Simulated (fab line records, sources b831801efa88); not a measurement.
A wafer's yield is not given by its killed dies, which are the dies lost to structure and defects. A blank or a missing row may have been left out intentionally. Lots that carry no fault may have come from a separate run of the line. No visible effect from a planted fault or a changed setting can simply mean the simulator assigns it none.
Chamber matching    flow sky130    SKY_CAPM_CVD_00 on pecvd-02: 3 sister chambers
The step deposits SiO2, target thk 15.5 nm. 22 wafers are shown with their chamber, then 11 later ones without.

## WAFERS, EACH WITH ITS CHAMBER
wafer   chamber  heaterPowerOuterW (W)  heaterPowerW (W)
L075.2  0        479                    858
L075.3  2        679                    953
L075.5  0        490                    894
L077.1  1        406                    731
L077.4  2        624                    884
L077.6  1        414                    727
L078.1  1        353                    650
L078.4  1        359                    679
L078.6  1        357                    665
L080.1  1        425                    749
L080.2  2        568                    812
L080.3  1        421                    757
L080.4  2        581                    833
L080.5  2        574                    824
L080.6  1        417                    759
L082.1  0        489                    891
L082.2  2        657                    906
L082.5  0        477                    883
L082.3  0        482                    902
L082.4  2        653                    918
L082.6  2        655                    900
L087.1  0        491                    919

SIGNATURES, as means of the wafers listed above
reading            chamber 0  chamber 1  chamber 2  scatter within a chamber
heaterPowerOuterW  484.67     394.00     623.88     32.9
heaterPowerW       891.17     714.62     878.75     41.8
Rule: for each reading, subtract the chamber's mean from the wafer's reading, divide by that reading's scatter and square the result; add these up over the readings and take the root, which gives the wafer's distance from the chamber. The wafer belongs to the nearest chamber; if the next one is less than 2 further off, it can't be placed. The scatter: take each reading less its chamber's mean, square it, sum over the shown wafers, divide by the number of wafers less the number of chambers, and take the root.

## WAFERS MISSING THEIR CHAMBER
wafer   heaterPowerOuterW (W)  heaterPowerW (W)
L087.2  419                    745
L087.3  670                    980
L090.3  576                    818
L090.5  446                    781
L090.6  563                    807
L092.2  451                    797
L092.3  632                    881
L092.6  637                    896
L096.1  637                    906
L096.3  403                    722
L096.4  623                    908

## EACH ONE'S CHAMBER
wafer   from the rows above      in truth
L087.2  1                        1
L087.3  2                        2
L090.3  can't be placed: 2 or 0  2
L090.5  can't be placed: 1 or 0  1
L090.6  can't be placed: 2 or 0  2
L092.2  can't be placed: 0 or 1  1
L092.3  2                        2
L092.6  2                        2
L096.1  2                        2
L096.3  1                        1
L096.4  2                        2
7 of 11 placed correctly. These rows do not allow placing 4 (true chamber among the candidates in 4). Number placed wrongly: 0.
